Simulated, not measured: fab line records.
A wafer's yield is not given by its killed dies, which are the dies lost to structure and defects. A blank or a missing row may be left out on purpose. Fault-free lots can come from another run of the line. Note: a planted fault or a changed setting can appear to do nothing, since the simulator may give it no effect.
Struck lot and sound lot, side by side ; flow sky130 ; 21 steps out of a route of 708
Sound: wafers L641.1, L641.4, L641.5. The struck wafers were L647.1, L647.3, L647.5. The cause comes at the end.
At each step with rows: each side's tool, then ch and its chambers, then its first start. Under that, the readings that differ: sound wafers ; struck wafers ; difference of the means ; sigmas: that difference in standard deviations of wafers without a fault.
alike: readings with means less than 2 such deviations apart, plus words and numbers identical on both sides. not compared: withheld readings, readings lacking a value on some wafer, bounds such as >300 that could conceal the same value, and numbers that have no deviation in the record and whose values overlap.
A row with sigmas, a row that says differs or no value, or rows on one side alone: a step with any of these is where the two part. Numbers that have no deviation but don't overlap get no sigmas and don't part them. Lack of a reading on every wafer of one side parts them only where that side has two or more wafers.

SKY_POLY_GATE_CD_MEAS_22:
  sound on cdSem-02, day 16 15:12; struck on cdSem-01, day 19 05:08
  alike: cdNm
then, 7 steps without rows for these wafers: SKY_LDD_N_DEHYDRATE_00 (time 60 s); SKY_LDD_N_HMDS_01 (prime time 60 s); SKY_LDD_N_COAT_02 (resist thk 300 nm); SKY_LDD_N_SOFTBAKE_03 (time 60 s); SKY_LDD_N_EXPOSE_04 (exposes mask NTM, target cd 840 nm); SKY_LDD_N_PEB_05; SKY_LDD_N_DEVELOP_06 (develop time 60 s).
SKY_LDD_N_OVL_MEAS_07:
  sound on overlay-01, day 17 20:37; struck on overlay-01, day 20 10:57
  alike: LDD_N_OVL
then, 3 steps without rows for these wafers: SKY_LDD_N_IMPLANT_08; SKY_LDD_N_IMPLANT_09; SKY_LDD_N_IMPLANT_10.
SKY_LDD_N_IMPLANT_11:
  sound on implanter-03 ch 0, day 17 21:06; struck on implanter-01 ch 0, day 20 11:26
reading;sound;struck;difference;sigmas
implantIonAmu;75 75 75;31 31 31;-44;
model.implant.rpNm (nm);15.45 15.45 15.45;26.78 26.78 26.78;+11.33;
model.implant.drpNm (nm);7.212 7.212 7.212;12.97 12.97 12.97;+5.76;
then, 4 steps without rows for these wafers: SKY_LDD_N_IMPLANT_12; SKY_LDD_N_IMPLANT_13; SKY_LDD_N_IMPLANT_14; SKY_LDD_N_IMPLANT_15.
SKY_LDD_N_STRIP_16: strips in O2/N2.
  sound on plasmaAsher-01 ch 1, day 17 21:51; struck on plasmaAsher-02 ch 0, day 20 12:11
reading;sound;struck;difference;sigmas
stripTimeToEndpointS (s);4.321 4.340 4.328;4.224 4.254 4.243;-0.089;-7
  alike: drypumpMotorCurrentA, oesProductAu
  not compared: rfHoursCounterH
SKY_LDD_N_TW_MEAS_17:
  sound on filmMetro-02, day 17 21:57; struck on filmMetro-04, day 20 12:17
reading;sound;struck;difference;sigmas
LDD_N_TW;2618 2589 2596;2552 2558 2555;-46;-4
then, 1 step without rows for these wafers: SKY_LDD_P_DEHYDRATE_00 (time 60 s).
-- a jump in the record: the struck wafers' starts before and after are 27 days apart (it breaks off in module LDD_P and resumes in module PAD_OPEN, where the first step shown is number 708 of the route) --
SKY_PAD_OPEN_PROBE_99:
  sound on prober-01, day 45 22:28; struck on prober-01, day 47 18:49
reading;sound;struck;difference;sigmas
model.etest.nfet_01v8_lvt.driveUaUm;555 546.3 557.9;654 634.7 647.6;+92;
model.etest.tipN.rsOhmSq;441.6 439.7 439;383.4 389.1 382.9;-55.0;
model.etest.nfet_01v8_swapped.driveUaUm;482.3 479.5 486.7;578.8 553 567.9;+83.7;
model.etest.nfet_01v8.driveUaUm;481.3 477.6 487.4;578 551.5 567.9;+84;
model.etest.sramNfetPass.driveUaUm;473.1 457.1 473.2;555.8 526.5 555.2;+78.0;
model.etest.nfet_01v8_turned.driveUaUm;479.9 476.3 490.9;575.6 547.3 568.3;+81.4;
model.etest.nfet_01v8.rOnOhmUm;850.1 870.9 845.6;754.5 788.8 764;-86.4;
model.etest.resNdiff.rsOhmSq;120 119.4 120;117.5 117.9 116.7;-2.4;
  alike: killed_at_M0_to_M3, killed_at_M4_up, killedAtContacts, killedAtFrontEnd, killedAtOther, killedDies, killedOpen, killedShort

WHERE THEY PART
Last at SKY_LDD_N_TW_MEAS_17 as far as this record goes, first at SKY_LDD_N_STRIP_16. Later steps at which nothing parts them and some readings are alike: SKY_PAD_OPEN_PROBE_99.

WHY: what had been put in by the simulator
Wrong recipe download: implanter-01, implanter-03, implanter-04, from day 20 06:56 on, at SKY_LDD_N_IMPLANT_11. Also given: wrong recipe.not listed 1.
